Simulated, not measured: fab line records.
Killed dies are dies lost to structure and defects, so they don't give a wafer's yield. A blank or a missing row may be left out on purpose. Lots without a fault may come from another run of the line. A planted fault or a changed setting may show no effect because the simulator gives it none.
A lot that was struck, set against a sound lot || flow gf180mcu || 44 steps out of a route of 602
Sound: the wafers L806.1, L806.3, L806.6. The struck wafers were L823.1, L823.4, L823.5. The cause is given at the end.
At each step with rows: each side's tool, then ch and its chambers, then its first start. Under that, the readings that differ: sound wafers || struck wafers || difference of the means || sigmas: that difference in standard deviations of wafers without a fault.
alike: readings whose means differ by less than 2 such deviations, and words and numbers that are the same on both sides. not compared: withheld readings, readings that some wafer has no value for, bounds like >300 that may hide the same value, and numbers for which the record gives no deviation and whose values overlap.
Wherever a step has rows on one side only, a row that says differs or no value, or a row with sigmas, the two part there. Non-overlapping numbers with no deviation appear without sigmas and do not part them. A reading missing from all wafers of one side parts the sides only when that side holds two or more wafers.

first, 7 steps without rows for these wafers: GF_DUAL_GATE_DEHYDRATE_04 (time 60 s); GF_DUAL_GATE_HMDS_05 (prime time 60 s); GF_DUAL_GATE_COAT_06 (resist thk 1000 nm); GF_DUAL_GATE_SOFTBAKE_07 (time 60 s); GF_DUAL_GATE_EXPOSE_08 (exposes mask Dualgate, target cd 700 nm); GF_DUAL_GATE_PEB_09; GF_DUAL_GATE_DEVELOP_10 (develop time 60 s).
GF_DUAL_GATE_OVL_MEAS_11:
  sound: overlay-01 at day 8 09:58; struck: overlay-02 at day 12 22:34
  alike: DUAL_GATE_OVL
then, 1 step without rows for these wafers: GF_DUAL_GATE_WET_ETCH_12 (etches SiO2 in dHF, target depth 13 nm, time 260 s).
GF_DUAL_GATE_STRIP_13: strips in O2/N2.
  sound on plasmaAsher-02 ch 0,1, day 8 10:05; struck on plasmaAsher-04 ch 0,1, day 12 22:41
{"reading": "drypumpMotorCurrentA (A)", "sound": "5.8 5.7 5.8", "struck": "5.5 4.9 4.9", "difference": -0.7, "sigmas": -2}
  alike: heaterPowerW, oesProductAu, stripTimeToEndpointS
  not compared: rfHoursCounterH
then, 2 steps without rows for these wafers: GF_DUAL_GATE_CLEAN_14 (cleans in SC1/SC2, time 150 s); GF_DUAL_GATE_OXIDATION_15 (stabilise 600 s, purge 300 s, target thk 7.098 nm).
GF_POLY_GATE_CVD_00: deposits poly-Si, target thk 200 nm, time 1200 s.
  sound on lpcvd-01 ch 1, day 8 13:01; struck on lpcvd-02 ch 0, day 13 00:24
{"reading": "zonePowerLowerPct (%)", "sound": "7.6 7.7 7.6", "struck": "10.3 10.7 10.5", "difference": "+2.9", "sigmas": "+3"}
{"reading": "model.poly-Si_of_POLY_GATE_CVD_00.thkNm (nm)", "sound": "201.9 202 204.3", "struck": "289 287.4 289.2", "difference": "+86", "sigmas": ""}
GF_POLY_GATE_THK_MEAS_01:
  sound: filmMetro-03 at day 8 14:21; struck: filmMetro-04 at day 13 01:44
{"reading": "POLY_GATE_CVD_00_THK (nm)", "sound": "201.8 201.9 204.4", "struck": "288.8 287.3 289.3", "difference": "+85.8", "sigmas": "+54"}
then, 8 steps without rows for these wafers: GF_POLY_GATE_DEHYDRATE_02 (time 60 s); GF_POLY_GATE_HMDS_03 (prime time 60 s); GF_POLY_GATE_COAT_04; GF_POLY_GATE_COAT_05 (resist thk 700 nm); GF_POLY_GATE_SOFTBAKE_06 (time 60 s); GF_POLY_GATE_EXPOSE_07 (exposes mask Poly2, target cd 280 nm); GF_POLY_GATE_PEB_08 (peb time 90 s); GF_POLY_GATE_DEVELOP_09 (develop time 60 s).
GF_POLY_GATE_CD_MEAS_10: the cd target is 280 nm.
  sound: cdSem-02 at day 9 07:10; struck: cdSem-01 at day 13 21:55
  alike: cdNm
GF_POLY_GATE_OVL_MEAS_11:
  sound: overlay-01 at day 9 07:17; struck: overlay-02 at day 13 22:02
  alike: POLY_GATE_OVL
GF_POLY_GATE_ETCH_12: etches BARC in N2/H2.
  sound on rieDiel-02 ch 1,2,3, day 9 07:19; struck on rieDiel-03 ch 1,3, day 13 22:04
  alike: drypumpMotorCurrentA, oesProductAu, throttleValvePct
GF_POLY_GATE_ETCH_13: etches poly-Si in HBr/Cl2, stops on SiO2, target depth 198.5 nm, time 69.6 s.
  sound on rieSi-02 ch 1,2, day 9 07:22; struck on rieSi-01 ch 0,1, day 13 22:07
  alike: drypumpMotorCurrentA, heBacksideLeakSccm, oesProductAu, throttleValvePct
  not compared: rfHoursCounterH
GF_POLY_GATE_STRIP_14: strips in O2/N2.
  sound on plasmaAsher-03 ch 0, day 9 07:26; struck on plasmaAsher-03 ch 1, day 13 22:11
{"reading": "heaterPowerW (W)", "sound": "443 425 427", "struck": "332 331 326", "difference": -102, "sigmas": -2}
  alike: drypumpMotorCurrentA, oesProductAu
  not compared: rfHoursCounterH
then, 2 steps without rows for these wafers: GF_POLY_GATE_CLEAN_15 (cleans in SC1/SC2, time 150 s); GF_POLY_GATE_OXIDATION_16 (stabilise 600 s, purge 300 s, target thk 4 nm).
GF_POLY_GATE_THK_MEAS_17:
  sound: filmMetro-02 at day 9 10:41; struck: filmMetro-02 at day 14 00:26
  alike: POLY_GATE_OXIDATION_THK
GF_POLY_GATE_CD_MEAS_18:
  sound: cdSem-01 at day 9 10:45; struck: cdSem-02 at day 14 00:30
  alike: cdNm
then, 7 steps without rows for these wafers: GF_HV_LDD_DEHYDRATE_00 (time 60 s); GF_HV_LDD_HMDS_01 (prime time 60 s); GF_HV_LDD_COAT_02 (resist thk 1000 nm); GF_HV_LDD_SOFTBAKE_03 (time 60 s); GF_HV_LDD_EXPOSE_04 (exposes mask Nplus LV AREA, target cd 400 nm); GF_HV_LDD_PEB_05; GF_HV_LDD_DEVELOP_06 (develop time 60 s).
GF_HV_LDD_CD_MEAS_07: the cd target is 400 nm.
  sound: cdSem-01 at day 10 03:22; struck: cdSem-02 at day 14 21:25
{"reading": "cdNm (nm)", "sound": "399.1 397.2 396.9", "struck": "400.2 401.3 403.2", "difference": "+3.8", "sigmas": "+2"}
GF_HV_LDD_OVL_MEAS_08:
  sound: overlay-01 at day 10 03:29; struck: overlay-01 at day 14 21:32
  alike: HV_LDD_OVL
following that, these wafers have no rows for 1 step: GF_HV_LDD_IMPLANT_09.
GF_HV_LDD_STRIP_10: strips in O2/N2.
  sound on plasmaAsher-01 ch 0,1, day 10 03:40; struck on plasmaAsher-03 ch 1, day 14 21:44
  alike: drypumpMotorCurrentA, heaterPowerW, oesProductAu, stripTimeToEndpointS
  not compared: rfHoursCounterH
-- the record jumps here: 6 days lie between the struck wafers' starts before and after (it left off in module HV_LDD and takes up again in module SALICIDE, whose first step shown is number 278 of the route) --
GF_SALICIDE_CLEAN_00: cleans in SC1/SC2, time 150 s.
  sound on wetBench-01 ch 1, day 15 05:20; struck on wetBench-04 ch 0, day 20 22:50
{"reading": "model.poly-Si_of_POLY_GATE_CVD_00.thkNm (nm)", "sound": "200.6 200.8 203.1", "struck": "287.7 286.2 287.9", "difference": "+85.8", "sigmas": ""}
GF_PASSIVATION_PROBE_99:
  sound wafers here have rows in the record (prober-02, day 29 01:45); struck ones have none

## WHERE THEY PART
Last at GF_PASSIVATION_PROBE_99 as far as this record goes, first at GF_DUAL_GATE_STRIP_13.

WHY: what had been put in by the simulator
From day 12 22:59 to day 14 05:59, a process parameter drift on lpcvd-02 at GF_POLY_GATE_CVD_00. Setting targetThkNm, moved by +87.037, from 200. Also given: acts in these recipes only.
